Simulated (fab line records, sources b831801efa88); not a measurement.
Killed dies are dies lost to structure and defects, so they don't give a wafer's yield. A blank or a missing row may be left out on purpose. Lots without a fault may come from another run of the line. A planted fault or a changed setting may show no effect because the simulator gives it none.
Which tool did it? | flow gf180mcu | 7 lots, 21 wafers sampled, at 2 steps of a route of 602

WHAT THE GAUGES READ, wafer by wafer
GF_VT_IMPLANT_RS_MEAS_46: measures by four-point-probe.
lot  | measured     | on            | MVSD_RS (ohm/sq)
L774 | day 8 14:47  | film_metro-01 | 456.5 457.2 455.6
L776 | day 9 04:58  | film_metro-02 | 455.7 455.9 457.3
L778 | day 9 21:07  | film_metro-02 | 456.1 456.9 457.0
L785 | day 11 19:42 | film_metro-02 | 444.0 444.6 443.4
L788 | day 12 20:23 | film_metro-01 | 455.9 455.4 456.0
L790 | day 13 02:13 | film_metro-04 | 458.7 459.5 458.3
L793 | day 14 04:08 | film_metro-02 | 457.9 458.3 457.5

WHICH TOOL RAN EACH LOT (tool, then ch and the chambers of the sampled wafers, then the start)
lot  | GF_MVSD_IMPLANT_09
L774 | implanter-03 ch 0, day 5 08:52
L776 | implanter-03 ch 0, day 5 21:24
L778 | implanter-01 ch 0, day 6 11:01
L785 | implanter-02 ch 0, day 8 02:52
L788 | implanter-01 ch 0, day 8 23:26
L790 | implanter-01 ch 0, day 9 05:05
L793 | implanter-01 ch 0, day 10 01:38
- GF_MVSD_IMPLANT_09

THE ANSWER, worked out from the rows above alone
Rule: what is usual is taken from the lots themselves. Put in order of their means at a reading, lots are off if they are a third of the lots or fewer, leave a main group of 4 or more, and stand apart from it by a gap of 3 or more times the standard deviation of the main group's means; of several such gaps the widest counts. A main group whose means are all the same, to the digits that the tables above print for the reading, isn't used. A lot without any number at a reading at which 4 lots or more have one is off too. The other lots that the step has rows for count as sound.
Off: L785, at GF_VT_IMPLANT_RS_MEAS_46 (MVSD_RS). The main group: mean 457.0 ohm/sq, standard deviation 1.
A tool fits if, at a process step before that reading, it ran every lot that is off, and no sound lot after the first of them. The gauges at GF_VT_IMPLANT_RS_MEAS_46 are tried like those tools. One fits: implanter-02 at GF_MVSD_IMPLANT_09. It ran no sound lot before its first lot that is off in this sample, so the start can't be narrowed down.

WHAT THE SIMULATOR HAD PUT IN
Process parameter drift: implanter-02, from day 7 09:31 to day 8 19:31, at GF_MVSD_IMPLANT_09. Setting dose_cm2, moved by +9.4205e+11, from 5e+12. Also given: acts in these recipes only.
Lots struck among those shown: L785. The rule above found the same.
